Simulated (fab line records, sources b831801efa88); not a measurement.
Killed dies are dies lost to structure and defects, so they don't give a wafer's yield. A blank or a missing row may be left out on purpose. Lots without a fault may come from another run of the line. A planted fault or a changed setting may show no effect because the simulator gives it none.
One fault seen from 2 desks | flow sky130 | each desk has only its own numbers; what lay behind them comes last

THE METROLOGY DESK
What the gauges read, lot by lot, whatever tool the lot ran on: means of the sampled wafers that have a number. A lot is out of limits, marked OUT, if its mean lies more than 4 standard deviations from the usual mean; the brackets give that distance.
Columns: A = CAPM_TIN_THK at SKY_CAPM_THK_MEAS_04, usual 202.8 nm
lot  | first seen here | A
L287 | day 36 12:25    | 203.4
L288 | day 36 16:15    | 204.6
L295 | day 38 18:12    | 205.9
L296 | day 38 19:44    | 205.1
L297 | day 39 04:10    | 205.8
L303 | day 41 02:42    | 205.2
L304 | day 41 13:23    | 201.7
L305 | day 41 13:57    | 201.0
L308 | day 42 10:33    | 202.5
L309 | day 42 16:58    | 206.8
L310 | day 43 08:49    | 202.4
This desk's finding: nothing out of limits on any of the 11 lots.

THE TOOL OWNER'S DESK: cmp-02
The tool's own readings at SKY_VIA4_CMP_21 (polishes, stops on SiO2, t overpolish 25 s, target thk 0 nm): means of the sampled wafers that have a number, for each lot that ran on this tool. A lot is out of limits, marked OUT, if its mean lies more than 4 standard deviations from the usual mean; the brackets give that distance.
Columns: A = edge_zone_pressure_frac at SKY_VIA4_CMP_21, usual 1.000; B = head_pressure_psi at SKY_VIA4_CMP_21, usual 3.500 psi; C = motor_current_A at SKY_VIA4_CMP_21, usual 11.6 A; D = overpolish_run_s at SKY_VIA4_CMP_21, usual 25.001 s; E = slurry_filter_dp_kPa at SKY_VIA4_CMP_21, usual 13.50 kPa; F = slurry_flow_ml_min at SKY_VIA4_CMP_21, usual 150.0; G = time_to_endpoint_s at SKY_VIA4_CMP_21, usual 125 s
lot  | first seen here | A     | B     | C    | D      | E     | F     | G
L305 | day 47 10:32    | 0.998 | 3.497 | 12.3 | 25.000 | 13.57 | 150.1 | 124
L308 | day 48 01:40    | 0.996 | 3.501 | 12.2 | 25.001 | 13.53 | 150.1 | 124
L309 | day 48 07:21    | 1.003 | 3.502 | 12.0 | 24.998 | 13.45 | 149.8 | 123
L310 | day 48 19:24    | 0.999 | 3.502 | 12.4 | 24.999 | 13.45 | 150.1 | 122
This desk's finding: nothing out of limits on any of the 4 lots.

PUT TOGETHER
The metrology desk saw nothing out of limits.
The tool owner's desk saw nothing out of limits.

WHAT THE SIMULATOR HAD PUT IN
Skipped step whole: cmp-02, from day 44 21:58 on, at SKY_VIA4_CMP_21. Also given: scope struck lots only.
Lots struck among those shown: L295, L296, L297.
